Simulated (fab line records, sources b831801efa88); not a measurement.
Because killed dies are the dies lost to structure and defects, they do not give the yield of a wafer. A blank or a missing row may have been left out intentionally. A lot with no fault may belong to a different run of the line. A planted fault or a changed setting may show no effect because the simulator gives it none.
Chamber matching	flow sfqLine	cmp-02 running SFQ_TRILAYER_I7_CMP_CMP_184: 4 sister chambers
The step polishes SiO2. 20 wafers are shown with their chamber, then 10 later ones without.

== WAFERS, EACH WITH ITS CHAMBER ==
wafer	chamber	motorCurrentA (A)	timeToEndpointS (s)	platenRpm (rpm)
L902.1	2	9.8	203	60.00
L902.5	1	8.9	216	60.03
L902.6	0	11.0	206	59.99
L904.4	2	9.5	221	59.99
L904.5	0	11.4	215	59.97
L904.6	3	10.0	210	59.98
L905.4	1	9.0	210	60.07
L905.3	3	10.1	209	60.08
L905.5	1	9.2	211	60.00
L907.1	3	9.9	206	60.00
L907.2	1	8.8	211	59.99
L907.4	2	10.1	220	60.07
L911.2	1	9.1	222	60.05
L911.3	2	9.5	216	59.99
L911.6	2	9.4	216	59.96
L912.1	3	10.0	208	59.98
L912.3	2	9.6	220	60.01
L912.4	0	10.5	216	60.02
L918.3	3	10.5	210	59.98
L918.2	2	10.0	212	59.97

SIGNATURES (means of the wafers above)
reading	chamber 0	chamber 1	chamber 2	chamber 3	scatter within a chamber
motorCurrentA	10.967	9.000	9.700	10.100	0.27
timeToEndpointS	212.33	214.00	215.43	208.60	5.08
platenRpm	59.9933	60.0280	59.9986	60.0040	0.0362
Rule: a wafer's distance from a chamber is the root of the sum, over the readings, of the square of ((its reading less the chamber's mean) divided by the reading's scatter). The wafer belongs to the nearest chamber; if the next one is less than 2 further off, it can't be placed. The scatter is the square root of a quotient: the sum, over the shown wafers, of each reading's squared deviation from its chamber's mean, divided by wafers minus chambers.

== WAFERS WITHOUT THEIR CHAMBER ==
wafer	motorCurrentA (A)	timeToEndpointS (s)	platenRpm (rpm)
L918.5	10.5	223	60.03
L919.2	9.1	216	59.89
L919.4	11.1	216	59.95
L919.5	9.0	225	59.98
L920.2	9.8	211	59.97
L920.1	10.1	221	60.00
L920.3	8.9	216	59.96
L921.1	8.7	218	59.99
L921.4	9.6	228	60.07
L921.5	9.3	223	60.05

== WHICH CHAMBER EACH ONE RAN IN ==
wafer	from the rows above	in truth
L918.5	can't be placed: 0 or 3 or 2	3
L919.2	can't be placed: 2 or 1 or 3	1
L919.4	0	0
L919.5	can't be placed: 1 or 2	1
L920.2	can't be placed: 2 or 3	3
L920.1	can't be placed: 2 or 3 or 0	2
L920.3	can't be placed: 1 or 2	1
L921.1	1	1
L921.4	can't be placed: 2 or 1 or 3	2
L921.5	can't be placed: 1 or 2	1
2 of 10 placed correctly. Cannot be placed on the basis of these rows: 8; the candidates contain the true chamber in 8. Wrongly placed: 0.
